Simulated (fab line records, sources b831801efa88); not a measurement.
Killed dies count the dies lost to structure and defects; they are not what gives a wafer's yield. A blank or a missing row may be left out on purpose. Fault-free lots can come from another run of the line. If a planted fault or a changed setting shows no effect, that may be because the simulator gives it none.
fab line records	flow gf180mcu	part 2 of 2: steps 26 to 35 of 35
[record] lots = 5	wafers = 15	last-day = 33
route steps=602 shown V2@389 M3@409
lots with no fault: from the same line, run without faults
start-h: hours from the record's opening day to when the first of the lot's shown wafers began	wait-h: hours elapsed since this lot's preceding step	" the same as in the row above	L1.1+2: a row that stands for several wafers	- either no value or no given start	* or withheld: withheld	< > ~ a bound
route shown NAME@n: NAME is a module with steps in the file, n the number in the route of the first one	usual: mean/standard deviation taken from wafers without a fault	same: alike in all rows	chamber/n: place in a boat	sites: each site's reading	_std_site: the standard deviation of these	_edge_site: the outer-site mean with the inner-site mean subtracted	radius-mm: how far each site lies from the wafer's centre	mask NAME#n: copy n	behind: the tool/chamber that last shaped the wafer	hold: why the lot was held/for how many hours/how that ended	device: whichever transistor did not switch (one of n, p or np)	end of line: the tests these same wafers got at the end of their route	a step given without rows: its recipe and nothing more	killed: the dies lost at the first sort to structure and to defects; this is not the yield of the wafer	map: the dies of a wafer, with x for killed, . for not killed, _ for no die there
set.NAME: setting as actually run; set.NAME@STEP: the setting as run at that earlier step	model.NAME: the simulator's own value behind a step, which no gauge read
lots seen at some steps along the route; tables by step, rows by wafer
services: the hour from which a tool's chamber was out of use, counted from the record's first day as start-h (under 0 if before that day), plus the number of hours and why
[[steps]]
[step GF_M3_RS_MEAS_05]
[recipe] thk-meas-gauge = four-point-probe	reads = TiN_of_M3_SPUTTER_04+Ti_of_M3_SPUTTER_03+AlCu_of_M3_SPUTTER_02+TiN_of_M3_SPUTTER_01+Ti_of_M3_SPUTTER_00
[usual] M3_ALCU_RS = 0.0696/0.00066
lot.wafer	tool	chamber	start-h	wait-h	M3_ALCU_RS[ohm/sq]
L076.3	film-metro-02	-	479.03	0.1	0.0707
L076.5	"	-	"	"	0.0707
L076.6	"	-	"	"	0.0706
L079.2	film-metro-04	-	508.22	0.0	0.0705
L079.4	"	-	"	"	0.0704
L079.5	"	-	"	"	0.0704
L090.2	film-metro-02	-	605.31	0.0	0.0708
L090.3	"	-	"	"	0.0697
L090.6	"	-	"	"	0.0702
L091.1	film-metro-04	-	609.45	0.0	0.0697
L091.5	"	-	"	"	0.0686
L091.6	"	-	"	"	0.0697
L094.1	film-metro-02	-	632.18	0.0	0.0696
L094.3	"	-	"	"	0.0689
L094.5	"	-	"	"	0.0694
[step GF_M3_THK_MEAS_06]
[recipe] thk-meas-gauge = xrf	reads = AlCu_of_M3_SPUTTER_02
[usual] M3_ALCU_THK = 448/4.1
lot.wafer	tool	chamber	start-h	wait-h	M3_ALCU_THK[nm]
L076.3	film-metro-02	-	479.13	0.1	440
L076.5	"	-	"	"	440
L076.6	"	-	"	"	439
L079.2	film-metro-04	-	508.33	0.1	440
L079.4	"	-	"	"	444
L079.5	"	-	"	"	441
L090.2	film-metro-02	-	605.42	0.1	442
L090.3	"	-	"	"	448
L090.6	"	-	"	"	445
L091.1	film-metro-04	-	609.57	0.1	448
L091.5	"	-	"	"	452
L091.6	"	-	"	"	446
L094.1	film-metro-02	-	632.30	0.1	442
L094.3	"	-	"	"	445
L094.5	"	-	"	"	444
[step GF_M3_DEHYDRATE_07]
[recipe] temp-c = 200	time-s = 60
[usual] chill-plate-temp-C = 23.01/0.12
lot.wafer	tool	chamber	start-h	wait-h	chill-plate-temp-C
L076.3	litho-track-03	0	489.97	10.8	22.98
L076.5	"	0	"	"	22.89
L076.6	"	0	"	"	22.96
L079.2	litho-track-03	0	519.04	10.7	22.95
L079.4	"	0	"	"	22.91
L079.5	"	0	"	"	22.95
L090.2	litho-track-04	0	615.39	10.0	23.18
L090.3	"	0	"	"	23.15
L090.6	"	0	"	"	23.09
L091.1	litho-track-04	0	619.11	9.5	22.92
L091.5	"	0	"	"	22.79
L091.6	"	0	"	"	22.92
L094.1	litho-track-04	0	642.11	9.8	22.92
L094.3	"	0	"	"	22.91
L094.5	"	0	"	"	22.78
[step GF_M3_HMDS_08]
[recipe] prime-time-s = 60	prime-temp-c = 120
[usual] chill-plate-temp-C = 23.00/0.1
lot.wafer	tool	chamber	start-h	wait-h	chill-plate-temp-C
L076.3	litho-track-03	0	490.12	0.1	22.84
L076.5	"	0	"	"	22.81
L076.6	"	0	"	"	22.77
L079.2	litho-track-03	0	519.19	0.1	23.08
L079.4	"	0	"	"	22.97
L079.5	"	0	"	"	23.06
L090.2	litho-track-04	0	615.54	0.1	22.98
L090.3	"	0	"	"	22.90
L090.6	"	0	"	"	22.99
L091.1	litho-track-04	0	619.26	0.1	23.05
L091.5	"	0	"	"	23.02
L091.6	"	0	"	"	23.10
L094.1	litho-track-04	0	642.26	0.1	22.96
L094.3	"	0	"	"	23.05
L094.5	"	0	"	"	23.00
[step GF_M3_COAT_09]
[recipe] resist = KrF	spin-rpm = withheld	resist-thk-nm = 1000
[usual] chill-plate-temp-C = 23.00/0.1
lot.wafer	tool	chamber	start-h	wait-h	chill-plate-temp-C
L076.3	litho-track-03	0	490.27	0.1	23.01
L076.5	"	0	"	"	22.99
L076.6	"	0	"	"	23.01
L079.2	litho-track-03	0	519.34	0.1	23.00
L079.4	"	0	"	"	23.00
L079.5	"	0	"	"	23.05
L090.2	litho-track-04	0	615.69	0.1	23.02
L090.3	"	0	"	"	22.88
L090.6	"	0	"	"	22.97
L091.1	litho-track-04	0	619.41	0.1	22.99
L091.5	"	0	"	"	22.93
L091.6	"	0	"	"	22.93
L094.1	litho-track-04	0	642.41	0.1	22.91
L094.3	"	0	"	"	23.00
L094.5	"	0	"	"	22.98
[step GF_M3_SOFTBAKE_10]
[recipe] temp-c = 130	time-s = 60	resist = KrF
[usual] chill-plate-temp-C = 22.99/0.11
lot.wafer	tool	chamber	start-h	wait-h	chill-plate-temp-C
L076.3	litho-track-03	0	490.42	0.1	23.22
L076.5	"	0	"	"	22.97
L076.6	"	0	"	"	23.16
L079.2	litho-track-03	0	519.49	0.1	23.23
L079.4	"	0	"	"	23.09
L079.5	"	0	"	"	23.04
L090.2	litho-track-04	0	615.84	0.1	22.97
L090.3	"	0	"	"	23.07
L090.6	"	0	"	"	22.91
L091.1	litho-track-04	0	619.56	0.1	23.00
L091.5	"	0	"	"	22.88
L091.6	"	0	"	"	23.08
L094.1	litho-track-04	0	642.56	0.1	23.14
L094.3	"	0	"	"	22.87
L094.5	"	0	"	"	22.93
[step GF_M3_EXPOSE_11]
[recipe] mask-id = Metal3	target-cd-nm = 280	na = 0.68	source-shape = conventional	sigma-outer = 0.6	dose-mj = 28.22
[usual] exposure-dose-mJ-cm2 = 28.19/0.17
[same] sigma-outer = 0.6
lot.wafer	tool	chamber	start-h	wait-h	mask	exposure-dose-mJ-cm2
L076.3	krf-scanner-01	0	-	-	Metal3#0	28.31
L076.5	"	0	"	"	Metal3#0	28.30
L076.6	"	0	"	"	Metal3#0	28.30
L079.2	krf-scanner-01	0	-	-	Metal3#0	28.30
L079.4	"	0	"	"	Metal3#0	28.31
L079.5	"	0	"	"	Metal3#0	28.31
L090.2	krf-scanner-01	0	-	-	Metal3#0	28.34
L090.3	"	0	"	"	Metal3#0	28.33
L090.6	"	0	"	"	Metal3#0	28.34
L091.1	krf-scanner-02	0	-	-	Metal3#0	27.90
L091.5	"	0	"	"	Metal3#0	27.95
L091.6	"	0	"	"	Metal3#0	27.91
L094.1	krf-scanner-02	0	-	-	Metal3#0	27.91
L094.3	"	0	"	"	Metal3#0	27.98
L094.5	"	0	"	"	Metal3#0	27.94
[step GF_M3_PEB_12]
[recipe] peb-temp-c = 135	peb-time-s = 90	resist = KrF
[usual] chill-plate-temp-C = 23.01/0.11
lot.wafer	tool	chamber	start-h	wait-h	chill-plate-temp-C
L076.3	litho-track-04	0	-	-	23.00
L076.5	"	0	"	"	22.84
L076.6	"	0	"	"	23.06
L079.2	litho-track-04	0	-	-	23.05
L079.4	"	0	"	"	22.98
L079.5	"	0	"	"	23.07
L090.2	litho-track-03	0	-	-	22.79
L090.3	"	0	"	"	22.90
L090.6	"	0	"	"	22.88
L091.1	litho-track-03	0	-	-	23.14
L091.5	"	0	"	"	23.21
L091.6	"	0	"	"	23.10
L094.1	litho-track-02	0	-	-	22.84
L094.3	"	0	"	"	22.94
L094.5	"	0	"	"	22.87
[step GF_M3_DEVELOP_13]
[recipe] develop-time-s = 60	dev-temp-c = 21
[usual] chill-plate-temp-C = 23.02/0.11
lot.wafer	tool	chamber	start-h	wait-h	chill-plate-temp-C
L076.3	litho-track-04	0	502.71	0.1	23.09
L076.5	"	0	"	"	23.11
L076.6	"	0	"	"	23.14
L079.2	litho-track-04	0	531.39	0.2	22.92
L079.4	"	0	"	"	22.96
L079.5	"	0	"	"	22.97
L090.2	litho-track-03	0	625.84	0.2	22.98
L090.3	"	0	"	"	23.13
L090.6	"	0	"	"	23.03
L091.1	litho-track-03	0	629.22	0.2	22.91
L091.5	"	0	"	"	23.10
L091.6	"	0	"	"	22.93
L094.1	litho-track-02	0	652.64	0.2	22.97
L094.3	"	0	"	"	23.00
L094.5	"	0	"	"	23.10
[step GF_M3_CD_MEAS_14]
[recipe] target-cd-nm = 280
[usual] cd-nm = 279.4/1
lot.wafer	tool	chamber	start-h	wait-h	cd-nm
L076.3	cd-sem-01	-	502.85	0.1	279.6
L076.5	"	-	"	"	280.6
L076.6	"	-	"	"	279.8
L079.2	cd-sem-02	-	531.53	0.1	278.6
L079.4	"	-	"	"	279.7
L079.5	"	-	"	"	279.2
L090.2	cd-sem-01	-	625.99	0.1	276.5
L090.3	"	-	"	"	278.2
L090.6	"	-	"	"	278.2
L091.1	cd-sem-02	-	629.37	0.1	280.9
L091.5	"	-	"	"	280.5
L091.6	"	-	"	"	280.6
L094.1	cd-sem-01	-	652.87	0.2	279.3
L094.3	"	-	"	"	279.2
L094.5	"	-	"	"	277.9
[[services]]
tool	chamber	start-h	hours	kind
krf-scanner-01	-	466.00	1.3	pm
krf-scanner-01	-	472.72	0.8	pm
krf-scanner-02	-	473.47	4.4	pm
pvd-sputter-04	-	476.01	1.4	repair
krf-scanner-02	-	494.51	0.8	pm
cmp-01	-	495.14	1.4	repair
pvd-sputter-04	-	506.16	4.1	repair
cmp-01	-	511.02	5.8	repair
pvd-sputter-02	-	528.27	2.2	repair
rie-diel-04	3	542.13	6.9	repair
krf-scanner-01	-	545.35	3.0	pm
pvd-sputter-03	-	550.99	0.7	repair
krf-scanner-01	-	553.36	3.0	pm
pvd-sputter-04	-	558.58	0.7	repair
krf-scanner-01	-	560.00	1.0	pm
rie-diel-04	1	564.00	19.3	repair
rie-diel-01	1	567.61	1.7	repair
rie-diel-01	-	570.70	1.3	repair
plasma-asher-04	-	571.56	23.3	pm
cvd-w-01	-	579.26	2.8	pm
pvd-sputter-04	-	625.58	2.8	repair
pvd-sputter-04	-	637.99	2.0	repair
krf-scanner-01	-	641.52	0.8	pm
krf-scanner-01	-	642.27	1.3	pm
